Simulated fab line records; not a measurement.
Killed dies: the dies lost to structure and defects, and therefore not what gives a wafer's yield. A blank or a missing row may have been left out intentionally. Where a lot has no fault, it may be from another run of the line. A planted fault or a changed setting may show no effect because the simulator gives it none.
A lot that was struck, set against a sound lot | flow sky130 | 15 steps out of a route of 708
Sound: these wafers, L790.1, L790.4, L790.5. Wafers L792.4, L792.5, L792.6 were the ones struck. Last of all comes the cause.
Each step with rows lists, per side, the tool, then ch with its chambers, then its first start. Under that, the readings that differ: sound wafers | struck wafers | difference of the means | sigmas: that difference in standard deviations of wafers without a fault.
alike: readings with means less than 2 such deviations apart, plus words and numbers identical on both sides. not compared: withheld readings, readings lacking a value on some wafer, bounds such as >300 that could conceal the same value, and numbers that have no deviation in the record and whose values overlap.
A row with sigmas, a row that says differs or no value, or rows on one side alone: a step with any of these is where the two part. Numbers that have no deviation but don't overlap get no sigmas and don't part them. A reading that every wafer of one side lacks parts them only if that side has two wafers or more.

SKY_LOCAL_INTERCONNECT_CD_MEAS_11: target cd 170 nm.
  struck on cd_sem-01, day 33 12:08; sound on cd_sem-02, day 32 19:10
  alike: cd_nm
SKY_LOCAL_INTERCONNECT_OVL_MEAS_12:
  struck on overlay-02, day 33 12:13; sound on overlay-01, day 32 19:17
  alike: LOCAL_INTERCONNECT_OVL
SKY_LOCAL_INTERCONNECT_ETCH_13: etches BARC in N2/H2, stops on SiO2, time 45.9 s, target depth 60 nm.
  sound on rie_metal-04 ch 0,1, day 32 19:20; struck on rie_metal-01 ch 0,1, day 33 12:15
  alike: chamber_pressure_mTorr, drypump_motor_current_A, oes_product_au, throttle_valve_pct
  not compared: rf_hours_counter_h
SKY_LOCAL_INTERCONNECT_METAL_ETCH_14: etches TiN in Cl2/BCl3, stops on PSG, target depth 110 nm, time 31.4 s.
  sound on rie_metal-04 ch 0,1, day 32 19:23; struck on rie_metal-01 ch 0,1, day 33 12:18
  alike: chamber_pressure_mTorr, drypump_motor_current_A, oes_product_au, throttle_valve_pct
  not compared: rf_hours_counter_h
SKY_LOCAL_INTERCONNECT_STRIP_15: strips in O2/N2.
  sound on plasma_asher-02 ch 0,1, day 32 19:26; struck on plasma_asher-02 ch 0,1, day 33 12:22
  alike: chamber_pressure_mTorr, drypump_motor_current_A, oes_product_au, strip_time_to_endpoint_s
  not compared: rf_hours_counter_h
then, 3 steps without rows for these wafers: SKY_LOCAL_INTERCONNECT_STRIP_16 (strips in post etch residue remover, time 1200 s); SKY_LOCAL_INTERCONNECT_CLEAN_17 (cleans in IPA, time 180 s); SKY_LOCAL_INTERCONNECT_CLEAN_18 (cleans in O3/DIW).
SKY_CONTACT_CVD_00: deposits Si3N4, target thk 75 nm.
  sound on pecvd-02 ch 0,1,2, day 32 20:02; struck on pecvd-04 ch 0,1,2, day 33 12:59
  alike: heater_power_outer_w, heater_power_w
SKY_CONTACT_THK_MEAS_01:
  struck on film_metro-03, day 33 13:02; sound on film_metro-02, day 32 20:04
  alike: CONTACT_CVD_00_THK
then, 1 step without rows for these wafers: SKY_CONTACT_HDPCVD_02 (deposits SiO2, target thk 565 nm, time 94.2 s).
SKY_CONTACT_THK_MEAS_03:
  struck on film_metro-02, day 33 13:10; sound on film_metro-04, day 32 20:11
  alike: CONTACT_HDPCVD_THK
SKY_CONTACT_CMP_04: polishes SiO2.
  sound on cmp-02 ch 0,1,3, day 32 20:18; struck on cmp-01 ch 1,2,3, day 33 13:20
  reading                 | sound             | struck            | difference | sigmas
  head_pressure_psi (psi) | 3.999 4.010 3.996 | 3.064 3.075 3.089 | -0.926     | -99 or more
  motor_current_A (A)     | 14.6 13.5 11.7    | 10.5 8.6 11.2     | -3.2       | -3
  time_to_endpoint_s (s)  | 86 83 89          | 111 108 108       | +23        | +7
  alike: slurry_flow_ml_min
SKY_CONTACT_BOW_MEAS_05:
  struck on film_metro-03, day 33 13:33; sound on film_metro-03, day 32 20:33
  alike: CONTACT_BOW
-- the record jumps here: 15 days lie between the struck wafers' starts before and after (it left off in module CONTACT and takes up again in module PAD_OPEN, whose first step shown is number 708 of the route) --
SKY_PAD_OPEN_PROBE_99:
  struck on prober-01, day 48 01:50; sound on prober-01, day 47 15:43
  alike: killed_at_M0_to_M3, killed_at_M4_up, killed_at_contacts, killed_at_front_end, killed_at_other, killed_dies, killed_open, killed_short

WHERE THEY PART
Only at SKY_CONTACT_CMP_04, as far as this record shows. Later steps at which nothing parts them and some readings are alike: SKY_CONTACT_BOW_MEAS_05, SKY_PAD_OPEN_PROBE_99.

WHY: what had been put in by the simulator
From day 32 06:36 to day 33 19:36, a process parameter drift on cmp-01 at SKY_CONTACT_CMP_04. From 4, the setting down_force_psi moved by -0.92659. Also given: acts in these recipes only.
